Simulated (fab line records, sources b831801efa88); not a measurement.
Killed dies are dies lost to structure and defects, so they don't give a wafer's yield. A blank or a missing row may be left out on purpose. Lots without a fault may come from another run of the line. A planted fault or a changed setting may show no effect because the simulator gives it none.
fab line records | flow sky130
record lots=14 wafers=42 last_day=51
route steps=708 shown LDD_N@252
lots that met no fault: from a run of the same line without faults
start_h: hours from the record's first day to the start of the lot's first wafer shown | wait_h: hours since the lot's step before | " the same as in the row above | L1.1+2: a row that stands for several wafers | - no value, or no start given | * or withheld: withheld | < > ~ a bound
route shown NAME@n: a module of which the file shows steps, and the number in the route of the first | usual: mean/standard deviation of fault-free wafers | same: alike in all rows | chamber/n: place in a boat | sites: the reading at each site | _std_site: their standard deviation | _edge_site: outer sites' mean less inner sites' | radius_mm: how far each site lies from the wafer's centre | mask NAME#n: copy n | behind: the tool/chamber that last shaped the wafer | hold: why the lot was held/for how many hours/how that ended | device: the transistor (n, p or np) that didn't switch | end of line: the same wafers' tests at the end of the route | a step without rows: its recipe alone | killed: dies lost to structure and defects at the first sort, not the wafer's yield | map: a wafer's dies, x killed, . not, _ none there
set.NAME: the setting as run; set.NAME@STEP: as run at that earlier step | model.NAME: the simulator's own value behind a step, which no gauge read
steps of the route over a sample of lots; a table a step, a row a wafer
services: from which hour (start_h, from the record's first day; less than 0 if before it) a tool's chamber was out of use, for how many hours, and why
## steps
# step SKY_LDD_N_IMPLANT_15
# recipe species=BF2 energy_kev=50 dose_cm2=5e+12 tilt_deg=30 rotation_deg=270
# usual beam_on_s=9.97/0.2 faraday_current_uA=28.3/0.56
# same implant_ion_amu=49
# columns lot.wafer tool chamber start_h wait_h beam_on_s faraday_current_uA
L958.2 implanter-01 0 416.83 0.1 9.78 28.8
L958.3 " 0 " " 10.15 27.8
L958.6 " 0 " " 9.93 28.4
L959.1 implanter-03 0 425.05 0.1 9.79 28.9
L959.2 " 0 " " 9.83 28.8
L959.6 " 0 " " 9.91 28.4
L960.2 implanter-02 0 436.88 0.1 10.21 27.7
L960.4 " 0 " " 9.88 28.5
L960.5 " 0 " " 9.47 29.7
L962.4 implanter-02 0 450.48 0.1 9.94 28.4
L962.5 " 0 " " 9.90 28.5
L962.6 " 0 " " 9.94 28.3
L963.2 implanter-01 0 461.53 0.1 9.66 29.0
L963.3 " 0 " " 9.86 28.5
L963.6 " 0 " " 10.01 28.1
L965.2 implanter-03 0 473.43 0.1 14.12 19.9
L965.3 " 0 " " 14.24 19.8
L965.5 " 0 " " 13.81 20.4
L966.1 implanter-02 0 485.75 0.1 10.14 27.9
L966.2 " 0 " " 9.90 28.4
L966.6 " 0 " " 10.14 27.6
L968.1 implanter-03 0 507.75 0.1 14.17 19.8
L968.2 " 0 " " 14.33 19.6
L968.4 " 0 " " 14.38 19.7
L971.2 implanter-01 0 528.23 0.1 9.85 28.5
L971.3 " 0 " " 9.82 28.7
L971.4 " 0 " " 10.11 27.9
L972.1 implanter-01 0 533.94 0.1 9.98 28.2
L972.3 " 0 " " 9.90 28.7
L972.6 " 0 " " 9.76 28.9
L976.3 implanter-02 0 566.94 0.1 10.06 28.1
L976.4 " 0 " " 9.69 29.1
L976.5 " 0 " " 10.42 26.9
L977.4 implanter-01 0 579.77 0.1 9.89 28.4
L977.5 " 0 " " 10.16 27.5
L977.6 " 0 " " 10.24 27.6
L979.1 implanter-03 0 595.04 0.1 10.05 27.9
L979.2 " 0 " " 9.89 28.5
L979.5 " 0 " " 9.78 28.8
L981.2 implanter-03 0 612.72 0.1 10.06 28.0
L981.3 " 0 " " 9.30 30.1
L981.5 " 0 " " 9.70 29.0
## services
# columns tool chamber start_h hours kind
implanter-02 - 396.61 4.5 pm
implanter-01 - 464.00 5.0 repair
implanter-03 - 539.98 0.7 repair
implanter-01 - 557.15 2.9 repair
implanter-01 - 610.55 8.4 pm
## key
first_sign step=SKY_LDD_N_IMPLANT_15 reading=beam_on_s direction=up sigmas=21 usual=9.97 struck=14.18
effect step=SKY_LDD_N_IMPLANT_15 reading=faraday_current_uA direction=down sigmas=15 usual=28.3 struck=19.9
met_at SKY_LDD_N_IMPLANT_15
struck_lots L965,L968
tester_left_out L965,L968
onset_between 425.05 473.43
fault kind=process_parameter_drift tool=implanter-03 chamber=- onset_h=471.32 steps=SKY_LDD_N_IMPLANT_15 channel=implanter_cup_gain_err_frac offset=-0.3 shape=step end_h=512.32
# tester_left_out: of these lots the tester's yield and bins aren't shown, on N5 and GAA mostly nor the transistor test; their killed dies are dies lost to structure and defects alone, not to doping, threshold or leakage, so they don't give the yield
